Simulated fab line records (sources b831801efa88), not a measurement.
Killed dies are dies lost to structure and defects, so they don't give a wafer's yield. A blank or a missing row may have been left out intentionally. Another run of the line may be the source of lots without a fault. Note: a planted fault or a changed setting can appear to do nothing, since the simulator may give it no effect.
2 desks, one fault :: flow sky130 :: only its own numbers are on each desk; what lay behind them is given at the end

DESK OF THE TOOL OWNER: implanter-01
SKY_SONOS_TUNNEL_IMPLANT_09, tool's own readings: per-lot mean of the sampled wafers with a number, covering each lot this tool ran. The brackets show how far a lot's mean lies from the usual mean; more than 4 standard deviations puts the lot out of limits, marked OUT.
Columns: A = beam energy keV at SKY_SONOS_TUNNEL_IMPLANT_09, usual 19.999; B = beam on s at SKY_SONOS_TUNNEL_IMPLANT_09, usual 10.02 s; C = faraday current uA at SKY_SONOS_TUNNEL_IMPLANT_09, usual 5.63
lot: L212
first seen here: day 12 18:35
A: 19.996
B: 10.20
C: 5.53

lot: L213
first seen here: day 12 21:02
A: 19.999
B: 9.97
C: 5.67

lot: L222
first seen here: day 15 17:31
A: 20.000
B: 8.40 (-8.1) OUT
C: 6.73 (+10) OUT

lot: L223
first seen here: day 15 22:43
A: 20.009
B: 8.40 (-8.1) OUT
C: 6.71 (+9.8) OUT

lot: L224
first seen here: day 16 10:31
A: 20.007
B: 8.40 (-8.1) OUT
C: 6.72 (+9.9) OUT

lot: L232
first seen here: day 19 01:25
A: 20.005
B: 10.38
C: 5.42
This desk finds L222, L223, L224 out of limits, L222 being first, at day 15 17:31 (beam on s at SKY_SONOS_TUNNEL_IMPLANT_09). Within limits: L212, L213, L232.

AT THE METROLOGY DESK
What the gauges read, lot by lot, whatever tool the lot ran on: means of the sampled wafers that have a number. The brackets show how far a lot's mean lies from the usual mean; more than 4 standard deviations puts the lot out of limits, marked OUT.
Columns: A = cd nm at SKY_VT_ADJUST_HVTP_CD_MEAS_07, usual 379.9 nm; B = VT_ADJUST_LVTN_01_OVL at SKY_VT_ADJUST_LVTN_OVL_MEAS_18, usual 0.3 nm; C = SONOS_TUNNEL_OVL at SKY_SONOS_TUNNEL_OVL_MEAS_08, usual 0.5 nm; D = SONOS_TUNNEL_TW at SKY_SONOS_TUNNEL_TW_MEAS_12, usual 199.0
lot: L209
first seen here: day 6 05:05
A: 377.3
B: 0.2
C: 0.7
D: 200.0

lot: L210
first seen here: day 6 10:52
A: 383.2
B: 2.2
C: 0.7
D: 198.3

lot: L212
first seen here: day 7 03:55
A: 379.1
B: 0.8
C: -1.2
D: 199.3

lot: L213
first seen here: day 7 04:11
A: 378.5
B: 0.3
C: 0.8
D: 199.0

lot: L214
first seen here: day 7 19:55
A: 376.6
B: -0.2
C: 1.4
D: 200.0

lot: L217
first seen here: day 8 09:01
A: 378.0
B: 2.3
C: 0.4
D: 199.8

lot: L218
first seen here: day 8 15:20
A: 381.8
B: -0.6
C: 1.0
D: 199.5

lot: L222
first seen here: day 9 12:55
A: 380.2
B: -0.8
C: 0.6
D: 190.7 (-6.9) OUT

lot: L223
first seen here: day 9 17:57
A: 377.7
B: 1.0
C: 1.0
D: 190.1 (-7.4) OUT

lot: L224
first seen here: day 10 03:13
A: 380.4
B: -1.3
C: 2.9
D: 188.6 (-8.6) OUT

lot: L227
first seen here: day 10 20:38
A: 381.4
B: 0.0
C: 0.5
D: 199.8

lot: L229
first seen here: day 11 07:34
A: 381.7
B: -0.8
C: -1.0
D: 195.5

lot: L232
first seen here: day 12 04:51
A: 378.0
B: 0.1
C: -0.7
D: 197.3
This desk's finding: out of limits on L222, L223, L224; first on L222, day 15 17:56 (SONOS_TUNNEL_TW at SKY_SONOS_TUNNEL_TW_MEAS_12). Within limits: L209, L210, L212, L213, L214, L217, L218, L227, L229, L232.

PUT TOGETHER
An alarm could have come from the tool owner's desk at day 15 17:31, on L222, L223, L224.
Metrology desk: alarm possible at day 15 17:56 on L222, L223, L224.
On implanter-01, each named lot ran SKY_SONOS_TUNNEL_IMPLANT_09.

WHAT WAS PUT IN BY THE SIMULATOR
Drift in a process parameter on implanter-01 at SKY_SONOS_TUNNEL_IMPLANT_09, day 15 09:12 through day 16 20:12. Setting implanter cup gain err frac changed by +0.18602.
Shown lots that were struck: L222, L223, L224.
Counting hours from when the fault started, the first reading out of limits came at 8 for the tool owner's desk and at 9 for the metrology desk.
